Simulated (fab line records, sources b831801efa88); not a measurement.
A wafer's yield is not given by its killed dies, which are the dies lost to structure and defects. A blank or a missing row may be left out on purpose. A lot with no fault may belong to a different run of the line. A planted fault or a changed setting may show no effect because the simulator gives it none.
Which tool did it?	flow gf180mcu	Sampling: 12 lots, 36 wafers, 5 of 602 route steps

## WHAT THE GAUGES SHOWED, per wafer
GF_STI_THK_MEAS_04. Usual: STI_CVD_03_THK 207.0 nm, standard deviation 1.8.
lot	measured	on	STI_CVD_03_THK (nm)	flag
L307	day 1 16:19	film metro-03	202.6 204.1 204.1	
L308	day 1 18:50	film metro-01	204.2 203.8 206.6	
L309	day 2 02:09	film metro-03	212.3 211.2 209.5	
L314	day 3 07:33	film metro-04	205.6 204.3 204.0	
L317	day 3 15:55	film metro-04	208.6 209.5 209.0	
L320	day 4 07:14	film metro-01	206.7 205.5 206.2	
L324	day 5 02:36	film metro-01	242.2 243.1 240.5 242.3 243.1 240.2	OFF
L325	day 5 07:42	film metro-01	240.7 239.8 241.0 240.5 239.7 240.9	OFF
L326	day 5 14:54	film metro-04	207.1 207.0 207.3	
L327	day 5 18:33	film metro-03	206.2 204.4 206.2	
L328	day 5 23:07	film metro-01	204.4 206.5 204.6	
L330	day 6 08:34	film metro-04	206.2 205.5 208.0	

GF_CONTACT_THK_MEAS_26: measures by xrf. Usual: CONTACT_W_THK 295 nm, standard deviation 3.3.
lot	measured	on	CONTACT_W_THK (nm)	flag
L307	day 15 11:37	film metro-02	301 298 298	
L308	day 15 18:23	film metro-04	294 292 295	
L309	day 16 22:10	film metro-03	301 299 298	
L314	day 18 16:43	film metro-03	292 295 296	
L317	day 19 01:37	film metro-04	292 292 298	
L320	day 20 14:11	film metro-04	298 300 301	
L324	day 21 22:27	film metro-04	297 301 298	
L325	day 22 02:21	film metro-03	288 292 295	
L326	day 22 13:11	film metro-03	296 296 295	
L327	day 23 02:59	film metro-03	291 290 293	
L328	day 23 02:07	film metro-04	291 291 293	
L330	day 23 22:07	film metro-02	295 292 295	

GF_V1_THK_MEAS_03. Usual: V1_CVD_02_THK 850 nm, standard deviation 12.
lot	measured	on	V1_CVD_02_THK (nm)	flag
L307	day 16 11:24	film metro-01	851 853 841	
L308	day 16 18:23	film metro-04	851 867 865	
L309	day 17 22:10	film metro-01	846 868 864	
L314	day 19 17:59	film metro-01	832 854 863	
L317	day 20 01:24	film metro-01	841 838 851	
L320	day 21 16:46	film metro-03	851 859 866	
L324	day 23 00:08	film metro-04	856 856 860	
L325	day 23 04:26	film metro-04	814 829 849	
L326	day 23 13:51	film metro-03	844 857 859	
L327	day 24 04:26	film metro-03	850 835 844	
L328	day 24 02:27	film metro-01	841 855 862	
L330	day 24 22:05	film metro-03	825 840 837	

## WHAT TOOL EACH LOT RAN ON (gives the tool, then ch and the chambers of the sampled wafers, and finally the start)
lot	GF_STI_CVD_03	GF_STI_ETCH_13
L307	lpcvd-02 ch 0, day 1 14:20	rie diel-02 ch 0,1,3, day 2 04:09
L308	lpcvd-02 ch 0, day 1 16:51	rie diel-01 ch 0,2,3, day 2 06:45
L309	lpcvd-02 ch 1, day 2 00:10	rie diel-02 ch 2,3, day 2 14:25
L314	lpcvd-01 ch 0, day 3 05:33	rie diel-01 ch 0,3, day 3 19:52
L317	lpcvd-01 ch 1, day 3 13:55	rie diel-04 ch 0,1,3, day 4 05:04
L320	lpcvd-01 ch 1, day 4 05:14	rie diel-04 ch 0,1,3, day 4 20:43
L324	lpcvd-02 ch 0, day 5 00:35	rie diel-04 ch 0,1,2, day 5 16:53
L325	lpcvd-02 ch 1, day 5 05:42	rie diel-04 ch 0,1,2, day 5 23:07
L326	lpcvd-01 ch 0, day 5 11:55	rie diel-01 ch 0,2,3, day 6 05:22
L327	lpcvd-01 ch 0, day 5 15:34	rie diel-01 ch 0,3, day 6 08:45
L328	lpcvd-01 ch 1, day 5 21:08	rie diel-04 ch 2,3, day 6 14:07
L330	lpcvd-01 ch 1, day 6 06:34	rie diel-04 ch 1,2, day 7 00:04
- GF_STI_CVD_03: deposits Si3N4 from DCS/NH3, target thk 207.16 nm, time 3551 s.
- GF_STI_ETCH_13: etches the open film in CHF3/O2, stops on Si, target depth 282.31 nm, time 112.9 s.

## AS READ BY THE TOOLS THEMSELVES (means over the sampled wafers that have a number; for cases with no such wafer, the mark the record gives instead)
GF_STI_CVD_03. Usual: zone power bottom pct reads 19.3 % (standard deviation 0.94).
lot	tool	zone power bottom pct (%)	flag
L307	lpcvd-02	18.9	
L308	lpcvd-02	19.0	
L309	lpcvd-02	20.7	
L314	lpcvd-01	19.5	
L317	lpcvd-01	18.0	
L320	lpcvd-01	17.9	
L324	lpcvd-02	19.0	
L325	lpcvd-02	20.5	
L326	lpcvd-01	19.4	
L327	lpcvd-01	19.4	
L328	lpcvd-01	18.0	
L330	lpcvd-01	17.9	

GF_STI_ETCH_13. Usual: drypump motor current A 5.5 A, standard deviation 0.48; oes product au 0.832 a.u., standard deviation 0.0057; throttle valve pct 8.809 %, standard deviation 0.0094.
lot	tool	drypump motor current A (A)	oes product au (a.u.)	throttle valve pct (%)	flag
L307	rie diel-02	5.7	0.825	8.808	
L308	rie diel-01	5.6	0.829	8.808	
L309	rie diel-02	5.5	0.842	8.807	
L314	rie diel-01	5.2	0.825	8.804	
L317	rie diel-04	5.6	0.835	8.814	
L320	rie diel-04	5.6	0.830	8.808	
L324	rie diel-04	5.5	0.908	8.833	OFF
L325	rie diel-04	5.6	0.908	8.820	OFF
L326	rie diel-01	5.6	0.826	8.806	
L327	rie diel-01	5.1	0.828	8.799	
L328	rie diel-04	5.3	0.830	8.812	
L330	rie diel-04	5.2	0.833	8.815	

## THE ANSWER, worked out from the rows above alone
Rule: a lot is off if the mean of its wafers that have a number lies more than 3 standard deviations from the usual mean. Also off: a lot with no number at a reading for which 4 or more lots have one. The other lots that the step has rows for count as sound. First the gauges in route order, then the tools' own readings, where a lot's mean is used as printed above. The first step at which some lot is off is used, and at that step the reading that is off furthest; a lot without a number counts as furthest.
Off: L324, L325, seen at GF_STI_THK_MEAS_04 (STI_CVD_03_THK).
A tool fits if, at a process step before that reading, it ran every lot that is off, and no sound lot after the first of them. The gauges at GF_STI_THK_MEAS_04 aren't tried: what is off there is off at GF_STI_ETCH_13 too, on other tools, and a gauge's error can't cause that. One fits: lpcvd-02 at GF_STI_CVD_03. A fault onset in the window from L309 (day 2 00:10, its last sound lot) to L324 (day 5 00:35, its first lot off) fits.

## WHAT WAS PUT IN BY THE SIMULATOR
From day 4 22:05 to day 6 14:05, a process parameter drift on lpcvd-02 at GF_STI_CVD_03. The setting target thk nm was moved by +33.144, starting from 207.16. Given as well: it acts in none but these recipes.
Struck lots among those shown: L324, L325. This agrees with what the rule above found.
